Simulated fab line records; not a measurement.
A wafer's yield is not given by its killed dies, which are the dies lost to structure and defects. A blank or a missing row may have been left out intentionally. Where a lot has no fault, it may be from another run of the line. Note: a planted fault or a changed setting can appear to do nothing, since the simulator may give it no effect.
Which tool is to blame? | flow gf180mcu | 13 lots with 39 wafers sampled at 5 steps, on a route of 602 steps

== WHAT THE GAUGES SHOWED, per wafer ==
GF_NWELL_OVL_MEAS_07. Usual: NWELL_OVL gives 0.1 nm (standard deviation 1.2).
lot  | measured    | on         | NWELL_OVL (nm) | flag
L263 | day 3 16:44 | overlay-01 | 0.3 0.6 1.1    |
L265 | day 4 01:05 | overlay-02 | 0.5 -1.0 0.4   |
L264 | day 4 01:28 | overlay-01 | 0.6 0.7 0.3    |
L272 | day 5 08:50 | overlay-01 | -0.1 -1.5 -1.0 |
L273 | day 5 14:26 | overlay-01 | 0.5 1.7 0.4    |
L274 | day 5 17:20 | overlay-01 | 0.7 0.5 2.4    |
L275 | day 6 00:02 | overlay-02 | 1.6 0.6 1.6    |
L276 | day 6 07:08 | overlay-02 | 1.0 -0.3 -0.5  |
L279 | day 6 21:44 | overlay-02 | 1.3 0.0 -1.1   |
L280 | day 7 06:29 | overlay-01 | -1.3 -0.3 0.1  |
L282 | day 7 17:04 | overlay-01 | -0.9 0.2 -0.8  |
L285 | day 8 07:32 | overlay-01 | 0.7 0.9 -0.8   |
L286 | day 8 12:20 | overlay-02 | 0.5 0.6 -1.2   |

GF_MVSD_OVL_MEAS_07. Usual: MVSD_OVL gives 0.9 nm (standard deviation 1.2).
lot  | measured    | on         | MVSD_OVL (nm)  | flag
L263 | day 4 19:23 | overlay-01 | -0.1 1.4 1.8   |
L265 | day 5 04:13 | overlay-02 | 0.6 -1.0 -1.2  |
L264 | day 5 04:55 | overlay-01 | -3.0 -0.1 -1.8 |
L272 | day 6 14:18 | overlay-01 | 3.6 3.0 1.5    |
L273 | day 6 20:32 | overlay-02 | 1.9 1.1 1.1    |
L274 | day 6 22:55 | overlay-02 | 1.6 0.7 0.5    |
L275 | day 7 06:55 | overlay-02 | 3.4 2.1 2.0    |
L276 | day 7 13:32 | overlay-02 | -1.4 0.1 -0.3  |
L279 | day 8 06:04 | overlay-02 | 3.0 1.0 1.1    |
L280 | day 8 14:53 | overlay-02 | 1.4 1.3 0.9    |
L282 | day 9 02:23 | overlay-01 | 1.8 1.0 2.6    |
L285 | day 9 18:01 | overlay-01 | -0.6 0.4 1.2   |
L286 | day 9 22:16 | overlay-01 | 1.2 0.4 0.1    |

GF_VT_IMPLANT_OVL_MEAS_07. Usual: VT_IMPLANT_OVL gives 0.5 nm (standard deviation 1.5).
lot  | measured     | on         | VT_IMPLANT_OVL (nm)  | flag
L263 | day 5 23:17  | overlay-02 | -2.7 -2.3 -1.4       |
L265 | day 6 08:20  | overlay-01 | -1.4 -0.1 0.3        |
L264 | day 6 09:56  | overlay-02 | -0.3 -0.3 -1.0       |
L272 | day 7 20:53  | overlay-01 | 2.4 1.5 1.4          |
L273 | day 8 03:32  | overlay-02 | -1.5 -1.0 0.0        |
L274 | day 8 06:35  | overlay-01 | 2.3 0.6 0.2          |
L275 | day 8 16:02  | overlay-01 | 2.2 1.8 2.1          |
L276 | day 8 21:44  | overlay-01 | 0.1 0.2 0.1          |
L279 | day 9 14:56  | overlay-01 | -3.1 -1.0 -1.7       |
L280 | day 10 01:56 | overlay-02 | -139.3 -140.7 -140.0 | OFF
L282 | day 10 12:38 | overlay-02 | -140.3 -140.7 -140.5 | OFF
L285 | day 11 05:32 | overlay-01 | 1.1 0.6 1.9          |
L286 | day 11 10:17 | overlay-01 | 2.4 2.6 2.6          |

== EACH LOT AND THE TOOL THAT RAN IT (in order: tool; ch and the chambers of the sampled wafers; start) ==
lot  | GF_DNWELL_STRIP_08                  | GF_VT_IMPLANT_EXPOSE_04
L263 | plasma asher-01 ch 0,1, day 3 03:21 | iline stepper-01 ch 0, day 5 17:01
L265 | plasma asher-03 ch 0,1, day 3 11:53 | iline stepper-01 ch 0, day 6 00:45
L264 | plasma asher-01 ch 0,1, day 3 12:11 | iline stepper-02 ch 0, day 6 02:35
L272 | plasma asher-01 ch 0,1, day 4 18:36 | iline stepper-02 ch 0, day 7 13:08
L273 | plasma asher-04 ch 0,1, day 5 00:23 | iline stepper-01 ch 0, day 7 20:28
L274 | plasma asher-04 ch 0,1, day 5 03:59 | iline stepper-02 ch 0, day 7 23:13
L275 | plasma asher-03 ch 0,1, day 5 11:04 | iline stepper-01 ch 0, day 8 07:59
L276 | plasma asher-01 ch 0,1, day 5 16:46 | iline stepper-01 ch 0, day 8 14:29
L279 | plasma asher-03 ch 0,1, day 6 07:04 | iline stepper-01 ch 0, day 9 07:01
L280 | plasma asher-03 ch 0,1, day 6 15:28 | iline stepper-02 ch 0, day 9 17:12
L282 | plasma asher-03 ch 0,1, day 7 01:31 | iline stepper-02 ch 0, day 10 04:51
L285 | plasma asher-04 ch 0,1, day 7 15:23 | iline stepper-01 ch 0, day 10 20:56
L286 | plasma asher-01 ch 0,1, day 7 20:11 | iline stepper-01 ch 0, day 11 01:47
- GF_DNWELL_STRIP_08: strips in O2/N2.
- GF_VT_IMPLANT_EXPOSE_04: exposes mask LVPWELL LV AREA, target cd 600 nm.

== AS READ BY THE TOOLS THEMSELVES (means over the sampled wafers that have a number; for cases with no such wafer, the mark the record gives instead) ==
GF_DNWELL_STRIP_08. Usual: drypump motor current A 5.8 A, standard deviation 0.43; heater power w 332 W, standard deviation 39; oes product au 0.723 a.u., standard deviation 0.005; strip time to endpoint s 36.96 s, standard deviation 0.1.
lot  | tool            | drypump motor current A (A) | heater power w (W) | oes product au (a.u.) | strip time to endpoint s (s) | flag
L263 | plasma asher-01 | 5.7                         | 373                | 0.720                 | 36.93                        |
L265 | plasma asher-03 | 5.9                         | 289                | 0.725                 | 36.92                        |
L264 | plasma asher-01 | 5.6                         | 377                | 0.726                 | 36.87                        |
L272 | plasma asher-01 | 5.7                         | 354                | 0.724                 | 37.03                        |
L273 | plasma asher-04 | 5.6                         | 334                | 0.725                 | 37.01                        |
L274 | plasma asher-04 | 5.9                         | 353                | 0.721                 | 36.85                        |
L275 | plasma asher-03 | 6.2                         | 292                | 0.722                 | 37.03                        |
L276 | plasma asher-01 | 5.6                         | 355                | 0.720                 | 36.91                        |
L279 | plasma asher-03 | 6.2                         | 295                | 0.721                 | 37.01                        |
L280 | plasma asher-03 | 6.2                         | 297                | 0.724                 | 36.86                        |
L282 | plasma asher-03 | 6.2                         | 294                | 0.720                 | 37.07                        |
L285 | plasma asher-04 | 5.9                         | 353                | 0.723                 | 36.83                        |
L286 | plasma asher-01 | 5.7                         | 357                | 0.725                 | 37.02                        |

GF_VT_IMPLANT_EXPOSE_04. Usual: stage vel mm s 500.01 mm/s, standard deviation 0.22.
lot  | tool             | stage vel mm s (mm/s) | flag
L263 | iline stepper-01 | 499.84                |
L265 | iline stepper-01 | 500.10                |
L264 | iline stepper-02 | 499.89                |
L272 | iline stepper-02 | 499.96                |
L273 | iline stepper-01 | 500.18                |
L274 | iline stepper-02 | 500.11                |
L275 | iline stepper-01 | 500.06                |
L276 | iline stepper-01 | 499.89                |
L279 | iline stepper-01 | 500.18                |
L280 | iline stepper-02 | 499.79                |
L282 | iline stepper-02 | 500.13                |
L285 | iline stepper-01 | 500.32                |
L286 | iline stepper-01 | 500.36                |

== THE ANSWER, worked out from the rows above alone ==
Rule: take the mean of a lot's wafers that have a number; if it is more than 3 standard deviations from the usual mean, the lot is off. Also off: a lot with no number at a reading for which 4 or more lots have one. Where the step has rows for the other lots, those lots are counted as sound. First the gauges in route order, then the tools' own readings, where a lot's mean is used as printed above. The first step at which some lot is off is used, and at that step the reading that is off furthest; a lot without a number counts as furthest.
Off: at GF_VT_IMPLANT_OVL_MEAS_07 (VT_IMPLANT_OVL), L280, L282.
If a tool, at a process step before that reading, ran all the lots that are off and no sound lot after the first of them, it fits. Gauges at GF_VT_IMPLANT_OVL_MEAS_07: tried the same way as those tools. Can't be told from this: 3 tools fit, plasma asher-03 at GF_DNWELL_STRIP_08, iline stepper-02 at GF_VT_IMPLANT_EXPOSE_04, overlay-02 at GF_VT_IMPLANT_OVL_MEAS_07.

== WHAT HAD BEEN PUT IN BY THE SIMULATOR ==
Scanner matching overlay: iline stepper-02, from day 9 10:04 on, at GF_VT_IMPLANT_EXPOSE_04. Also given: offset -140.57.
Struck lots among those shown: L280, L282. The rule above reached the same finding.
